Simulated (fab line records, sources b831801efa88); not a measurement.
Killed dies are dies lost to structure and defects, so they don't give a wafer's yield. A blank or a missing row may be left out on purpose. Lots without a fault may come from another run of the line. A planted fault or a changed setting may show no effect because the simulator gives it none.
A struck lot beside a sound one | flow sfq_line | 14 steps out of a route of 325
Sound: wafers L475.2, L475.4, L475.5. Struck: wafer L474.1. (L474.2, L474.6 of the same lot were not struck and are left out.) The cause comes at the end.
At each step with rows: each side's tool, then ch and its chambers, then its first start. Under that, the readings that differ: sound wafers | struck wafers | difference of the means | sigmas: that difference in standard deviations of wafers without a fault.
alike: readings whose means differ by less than 2 such deviations, and words and numbers that are the same on both sides. not compared: withheld readings, readings that some wafer has no value for, bounds like >300 that may hide the same value, and numbers for which the record gives no deviation and whose values overlap.
The two part at a step that has a row with sigmas, a row that says differs or no value, or rows on one side only. Numbers that don't overlap but have no deviation are shown without sigmas and don't part them. A reading that every wafer of one side lacks parts them only if that side has two wafers or more.

first, 2 steps without rows for these wafers: SFQ_TRILAYER_C5_STRIP_SOLV_CLEAN_156 (cleans in NMP, time 600 s); SFQ_TRILAYER_M6_DEP_PRE_CLEAN_158 (time 22.5 s).
SFQ_TRILAYER_M6_DEP_SPUTTER_157: material Nb, target thk 200 nm, time 133.3 s.
  sound on pvd_sputter-05, day 81 08:27; struck on pvd_sputter-03, day 80 07:30
  alike: base_pressure_pa, throttle_valve_pct
SFQ_M6_RS_MEAS_938: measures by four-point-probe.
  sound on film_metro-03, day 81 08:34; struck on film_metro-03, day 80 07:35
  alike: M6_NB_RS
then, 6 steps without rows for these wafers: SFQ_TRILAYER_M6_LITHO_COAT_164 (resist thk 60.96 nm); SFQ_TRILAYER_M6_LITHO_COAT_159 (resist thk 600 nm); SFQ_TRILAYER_M6_LITHO_SOFTBAKE_163; SFQ_TRILAYER_M6_LITHO_EXPOSE_160 (exposes mask M6, target cd 500 nm); SFQ_TRILAYER_M6_LITHO_PEB_162 (peb time 60 s); SFQ_TRILAYER_M6_LITHO_DEVELOP_161 (time 60 s).
SFQ_M6_OVL_MEAS_940:
  sound on overlay-01, day 81 14:44; struck on overlay-01, day 80 10:01
  alike: M6_OVL
SFQ_TRILAYER_M6_BARC_OPEN_METAL_ETCH_206: etches BARC in O2, target depth 125 nm, time 41.7 s.
  sound on rie_metal-01 ch 0, day 81 14:46; struck on rie_metal-02 ch 1, day 80 10:04
  reading                                             | sound             | struck | difference | sigmas
  oes_product_au (a.u.)                               | 0.683 0.678 0.680 | 0.752  | +0.072     | +14
  run_length_s (s)                                    | 70.4 70.2 70.3    | 64.2   | -6.1       | -8
  model.KrF_of_TRILAYER_M6_LITHO_COAT_159.thk_nm (nm) | 524.8 524 524.2   | 528.4  | +4.1       |
  alike: drypump_motor_current_A, he_backside_leak_sccm
  not compared: bias_w, rf_hours_counter_h
SFQ_TRILAYER_M6_ETCH_METAL_ETCH_162: etches Nb in Cl2/Ar, stops on SiO2, target depth 240 nm, time 120 s.
  sound on rie_metal-01 ch 0, day 81 14:49; struck on rie_metal-02 ch 1, day 80 10:07
  reading                                             | sound             | struck | difference | sigmas
  model.KrF_of_TRILAYER_M6_LITHO_COAT_159.thk_nm (nm) | 383.2 382.6 381.8 | 386.5  | +4.0       |
  alike: bias_w, drypump_motor_current_A, he_backside_leak_sccm, oes_product_au, run_length_s
  not compared: rf_hours_counter_h
SFQ_TRILAYER_M6_STRIP_STRIP_163: strips in O2.
  sound on rie_metal-01 ch 0, day 81 14:56; struck on rie_metal-02 ch 1, day 80 10:14
  alike: drypump_motor_current_A, he_backside_leak_sccm, oes_product_au
  not compared: rf_hours_counter_h

WHERE THEY PART
Only at SFQ_TRILAYER_M6_BARC_OPEN_METAL_ETCH_206, within this record. Later steps at which nothing parts them and some readings are alike: SFQ_TRILAYER_M6_ETCH_METAL_ETCH_162, SFQ_TRILAYER_M6_STRIP_STRIP_163.

WHY: what the simulator had put in
Process parameter drift: rie_metal-02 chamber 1, from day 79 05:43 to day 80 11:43, at SFQ_TRILAYER_M6_BARC_OPEN_METAL_ETCH_206. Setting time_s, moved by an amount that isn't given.
